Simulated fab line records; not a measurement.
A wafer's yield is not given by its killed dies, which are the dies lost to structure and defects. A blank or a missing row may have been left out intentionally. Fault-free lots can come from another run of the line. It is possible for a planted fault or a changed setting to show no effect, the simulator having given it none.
A single fault, viewed from 2 desks    flow sky130    what lay behind the numbers comes last; until then each desk has only its own

## FOR THE TOOL OWNER'S DESK: pvd_sputter-04
The tool's own readings at SKY_CAPM_SPUTTER_02 (material TiN, target thk 200 nm, time 166.7 s): means of the sampled wafers that have a number, for each lot that ran on this tool. If a lot's mean is further than 4 standard deviations from the usual mean, the lot is out of limits and carries the mark OUT (the distance appears in the brackets).
Columns: A = throttle_valve_pct at SKY_CAPM_SPUTTER_02, usual 29.9 %
lot   first seen here  A
L485  day 37 21:15     30.8
L487  day 39 00:17     30.3
L492  day 39 21:46     30.7
L493  day 40 10:31     30.4
L499  day 42 10:23     30.4
L500  day 42 11:54     29.8
This desk's finding: nothing out of limits on any of the 6 lots.

## AT THE METROLOGY DESK
What the gauges read for every lot (on any tool): the sampled wafers with a number, averaged. If a lot's mean is further than 4 standard deviations from the usual mean, the lot is out of limits and carries the mark OUT (the distance appears in the brackets).
Columns: A = VIA2_OVL at SKY_VIA2_OVL_MEAS_13, usual 0 nm; B = CAPM_TIN_RS at SKY_CAPM_RS_MEAS_03, usual 6.92 ohm/sq; C = CAPM_TIN_THK at SKY_CAPM_THK_MEAS_04, usual 199.1 nm
lot   first seen here  A   B               C
L483  day 37 18:28     -1  6.91            199.7
L485  day 37 19:37     -6  6.99            198.2
L487  day 38 22:35     -4  6.86            202.6
L491  day 39 18:14     -5  6.93            199.6
L492  day 39 19:37     -2  6.87            201.2
L493  day 40 08:49     -5  6.91            200.0
L499  day 42 08:17     -1  6.30 (-11) OUT  221.8 (+11) OUT
L500  day 42 09:49     5   5.69 (-22) OUT  243.3 (+21) OUT
L503  day 43 23:24     -6  6.94            196.2
L502  day 44 02:53     6   6.92            200.0
Finding of this desk: L499, L500 out of limits, first seen on L499 at day 42 10:30 (CAPM_TIN_RS at SKY_CAPM_RS_MEAS_03). L483, L485, L487, L491, L492, L493, L503, L502: within limits.

## ALL TOGETHER
L499, L500 would have let the metrology desk raise an alarm at day 42 10:30.
Nothing out of limits was seen by the tool owner's desk.
Tool owner's desk: L499, L500 on record, inside its limits.
SKY_CAPM_SPUTTER_02 was run on pvd_sputter-04 by each of the lots named.

## WHAT WAS PUT IN BY THE SIMULATOR
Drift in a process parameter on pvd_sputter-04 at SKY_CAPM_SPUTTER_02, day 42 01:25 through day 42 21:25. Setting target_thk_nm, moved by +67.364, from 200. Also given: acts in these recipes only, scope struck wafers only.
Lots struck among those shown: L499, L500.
Per desk, hours elapsed from the start of the fault to the first reading out of limits: for the metrology desk, 9.
